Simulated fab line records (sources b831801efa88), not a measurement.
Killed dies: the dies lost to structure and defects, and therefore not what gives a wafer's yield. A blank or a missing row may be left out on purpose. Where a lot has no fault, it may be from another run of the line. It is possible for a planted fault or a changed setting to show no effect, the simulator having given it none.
fab line records    flow sky130
record lots=15  wafers=42  last-day=50
route steps=708 shown LI_CONTACT@376
lots with no fault: from the same line, run without faults
start-h: start of the lot's first displayed wafer, in hours after the record's first day    wait-h: hours elapsed since this lot's preceding step    " as in the row above    L1.1+2: several wafers, shown together as one row    - either no value or no given start    * or withheld: withheld    < > ~ a bound
route shown NAME@n: a module of which the file shows steps, and the number in the route of the first    usual: mean and standard deviation over wafers with no fault    same: alike in all rows    chamber/n: place in a boat    sites: the reading at each site    _std_site: their standard deviation    _edge_site: outer sites' mean less inner sites'    radius-mm: for every site, how far away it sits from the centre of the wafer    mask NAME#n: copy n    behind: the last tool/chamber to shape the wafer    hold: cause of the lot's hold/its duration in hours/its outcome    device: names the non-switching transistor (n, p or np)    end of line: the route-end tests of the same wafers    step lacking rows: just its recipe    killed: the dies lost at the first sort to structure and to defects; this is not the yield of the wafer    map: per-die view of a wafer (x killed, . not killed, _ where there is no die)
set.NAME: the setting the step ran with; set.NAME@STEP: the setting that earlier step ran with    model.NAME: the simulator's own value behind a step, which no gauge read
the route's steps for a sample of lots (tables are steps, rows are wafers)
services: from which hour (start-h, from the record's first day; less than 0 if before it) a tool's chamber was out of use, for how many hours, and why
## steps
# step SKY_LI_CONTACT_ETCH_14
# recipe chemistry=N2/H2  target=BARC  ion-energy-ev=200  source-w=500  bias-w=100  pressure-mtorr=30  n2-flow-sccm=100  h2-flow-sccm=200  stop-on=SiO2  time-s=45.9  target-depth-a=600
# usual drypump-motor-current-A=5.8/0.38  oes-product-au=0.854/0.0049  throttle-valve-pct=13.224/0.01
lot.wafer  tool         chamber  start-h  wait-h  drypump-motor-current-A  oes-product-au  rf-hours-counter-h  throttle-valve-pct
L743.1     rie-diel-03  1        668.00   0.0     5.3                      0.859           14                  13.217
L743.4     "            2        "        "       5.5                      0.859           1                   13.206
L743.6     "            1        "        "       5.3                      0.855           -                   13.218
L744.1     rie-diel-02  1        673.62   0.0     5.5                      0.855           54                  13.230
L744.2     "            0        "        "       5.3                      0.871           12                  13.222
L744.6     "            3        "        "       6.0                      0.853           -                   13.229
L745.1     rie-diel-02  1        690.22   0.0     5.5                      0.856           55                  13.211
L745.5     "            2        "        "       6.4                      0.865           -                   13.218
L745.6     "            1        "        "       5.5                      0.851           -                   13.223
L746.1     rie-diel-04  0        696.75   0.0     5.9                      0.852           6                   13.223
L746.3     "            2        "        "       6.5                      0.861           51                  13.242
L746.6     "            0        "        "       5.9                      0.858           -                   13.220
L747.1     rie-diel-03  2        706.92   0.0     5.5                      0.849           2                   13.222
L747.4     "            3        "        "       6.3                      0.858           10                  13.219
L747.6     "            0        "        "       5.9                      0.846           -                   13.213
L748.1     rie-diel-04  1        711.47   0.0     5.8                      0.857           49                  13.237
L748.3     "            0        "        "       5.9                      0.855           6                   13.237
L748.5     "            3        "        "       5.4                      0.861           -                   13.227
L749.2     rie-diel-03  0        723.17   0.0     5.8                      0.845           19                  13.231
L749.3     "            2        "        "       5.6                      0.861           3                   13.219
L749.6     "            2        "        "       5.6                      0.849           -                   13.218
L750.2     rie-diel-03  0        724.92   0.0     5.8                      0.851           19                  13.223
L750.4     "            2        "        "       5.6                      0.855           3                   13.220
L750.6     "            1        "        "       5.3                      0.841           -                   13.215
L755.4     rie-diel-03  0        758.15   0.0     5.8                      0.852           20                  13.228
L755.5     "            0        "        "       5.9                      0.852           -                   13.230
L756.2     rie-diel-03  3        765.42   0.0     6.3                      0.860           12                  13.214
L756.5     "            3        "        "       6.3                      0.845           -                   13.221
L758.4     rie-diel-03  0        787.77   0.0     5.9                      0.848           21                  13.238
L758.6     "            1        "        "       5.3                      0.844           -                   13.214
L760.1     rie-diel-04  2        800.93   0.0     6.4                      0.850           1                   13.229
L760.4     "            2        "        "       6.4                      0.851           -                   13.235
L760.5     "            3        "        "       5.4                      0.857           -                   13.218
L761.1     rie-diel-04  3        823.08   0.0     5.4                      0.850           6                   13.232
L761.4     "            1        "        "       5.8                      0.857           1                   13.222
L761.5     "            3        "        "       5.4                      0.860           -                   13.210
L763.1     rie-diel-04  0        832.88   0.0     5.9                      0.851           8                   13.241
L763.3     "            3        "        "       5.4                      0.858           6                   13.228
L763.5     "            0        "        "       5.9                      0.855           -                   13.206
L764.1     rie-diel-04  3        834.67   0.0     5.4                      0.850           6                   13.211
L764.3     "            1        "        "       5.8                      0.849           1                   13.208
L764.6     "            0        "        "       5.9                      0.852           -                   13.226
# step SKY_LI_CONTACT_STRIP_16
# recipe chemistry=O2/N2  power-w=1400  pressure-mtorr=1500  platen-temp-c=withheld  o2-flow-sccm=3000  n2-flow-sccm=300  overash-fraction=0.5
# usual drypump-motor-current-A=5.7/0.53  o2-flow-sccm=3000/9.7  oes-product-au=0.376/0.0041  strip-time-to-endpoint-s=3.494/0.027
lot.wafer  tool             chamber  start-h  wait-h  drypump-motor-current-A  o2-flow-sccm  oes-product-au  rf-hours-counter-h  strip-time-to-endpoint-s
L743.1     plasma-asher-01  1        668.13   -       5.0                      3013          0.375           93                  3.495
L743.4     "                0        "        "       6.4                      3000          0.383           -                   3.491
L743.6     "                0        "        "       6.4                      2993          0.379           -                   3.526
L744.1     plasma-asher-02  0        673.75   -       6.1                      2999          0.369           82                  3.443
L744.2     "                1        "        "       5.5                      3001          0.378           82                  3.491
L744.6     "                0        "        "       6.1                      2993          0.377           -                   3.458
L745.1     plasma-asher-01  1        690.35   -       5.0                      2994          0.376           96                  3.454
L745.5     "                0        "        "       6.4                      3016          0.379           -                   3.512
L745.6     "                1        "        "       5.0                      2989          0.372           -                   3.465
L746.1     plasma-asher-01  1        696.88   -       5.0                      3004          0.382           97                  3.495
L746.3     "                0        "        "       6.4                      2998          0.383           -                   3.480
L746.6     "                0        "        "       6.4                      3003          0.375           -                   3.443
L747.1     plasma-asher-01  1        707.05   -       5.0                      3009          0.378           98                  3.477
L747.4     "                0        "        "       6.4                      3019          0.382           -                   3.508
L747.6     "                0        "        "       6.4                      3016          0.373           -                   3.489
L748.1     plasma-asher-04  1        711.60   -       5.2                      2991          0.377           28                  3.514
L748.3     "                0        "        "       6.2                      3004          0.383           -                   3.526
L748.5     "                0        "        "       6.2                      2998          0.380           -                   3.546
L749.2     plasma-asher-02  0        723.30   -       6.1                      2999          0.379           85                  3.484
L749.3     "                0        "        "       6.1                      2983          0.377           -                   3.482
L749.6     "                0        "        "       6.1                      3002          0.375           -                   3.508
L750.2     plasma-asher-04  0        725.05   -       6.1                      3001          0.378           30                  3.503
L750.4     "                1        "        "       5.2                      2998          0.382           -                   3.502
L750.6     "                1        "        "       5.2                      2994          0.377           -                   3.507
L755.4     plasma-asher-01  1        758.32   -       5.0                      3005          0.375           -                   3.503
L755.5     "                1        "        "       5.0                      2990          0.383           -                   3.603
L756.2     plasma-asher-04  0        765.55   -       6.1                      2999          0.370           34                  3.521
L756.5     "                1        "        "       5.2                      3000          0.382           -                   3.667
L758.4     plasma-asher-01  1        787.93   -       5.0                      2994          0.377           -                   3.484
L758.6     "                0        "        "       6.4                      2986          0.384           -                   3.597
L760.1     plasma-asher-02  0        801.05   -       6.1                      2997          0.379           93                  3.481
L760.4     "                1        "        "       5.4                      2987          0.372           -                   3.491
L760.5     "                1        "        "       5.4                      2992          0.373           -                   3.487
L761.1     plasma-asher-02  1        823.20   -       5.4                      2988          0.374           95                  3.495
L761.4     "                1        "        "       5.4                      3002          0.374           -                   3.487
L761.5     "                0        "        "       6.1                      2999          0.377           -                   3.486
L763.1     plasma-asher-02  1        833.00   -       5.5                      2988          0.380           96                  3.500
L763.3     "                1        "        "       5.5                      2998          0.371           -                   3.463
L763.5     "                1        "        "       5.5                      2987          0.380           -                   3.501
L764.1     plasma-asher-02  1        834.80   -       5.4                      3000          0.374           96                  3.466
L764.3     "                1        "        "       5.5                      3002          0.381           -                   3.471
L764.6     "                1        "        "       5.5                      2993          0.380           -                   3.493
## services
tool             chamber  start-h  hours  kind
rie-diel-03      2        647.91   5.4    repair
rie-diel-03      3        670.57   3.2    repair
plasma-asher-02  -        674.19   8.3    repair
rie-diel-03      3        683.70   2.6    repair
plasma-asher-02  -        684.45   14.6   pm
plasma-asher-04  -        690.53   5.0    repair
rie-diel-04      2        703.66   -      clean
rie-diel-04      2        703.66   22.6   scheduled-down
rie-diel-04      2        703.66   22.6   vent-cycle
rie-diel-04      1        726.23   -      clean
rie-diel-04      1        726.23   23.0   scheduled-down
rie-diel-04      1        726.23   23.0   vent-cycle
plasma-asher-01  -        733.75   9.0    pm
plasma-asher-01  0        733.75   9.0    vent-cycle
plasma-asher-01  1        733.75   9.0    vent-cycle
plasma-asher-01  0        742.75   -      clean
plasma-asher-01  1        742.75   -      clean
plasma-asher-04  -        746.76   2.8    pm
plasma-asher-02  -        748.52   5.9    repair
rie-diel-03      1        765.21   4.5    repair
rie-diel-04      -        765.29   14.6   pm
rie-diel-04      1        793.67   7.6    repair
rie-diel-03      0        796.95   8.5    repair
plasma-asher-04  -        820.15   5.8    repair
## key
first-sign step=SKY_LI_CONTACT_STRIP_16  reading=strip-time-to-endpoint-s  direction=up  sigmas=4.8  usual=*  struck=*
effect none on later readings
met-at SKY_LI_CONTACT_ETCH_14
struck-lots L755,L756,L758
struck-wafers L755.5,L756.5,L758.6
tester-left-out L755,L756,L758
onset-between 724.92 758.15
fault kind=process-parameter-drift  tool=rie-diel-03  chamber=-  onset-h=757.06  steps=SKY_LI_CONTACT_ETCH_14  channel=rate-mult  offset=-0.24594  shape=step  end-h=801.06  scope=struck-wafers-only
# tester-left-out: of these lots the tester's yield and bins aren't shown, on N5 and GAA mostly nor the transistor test; their killed dies are dies lost to structure and defects alone, not to doping, threshold or leakage, so they don't give the yield
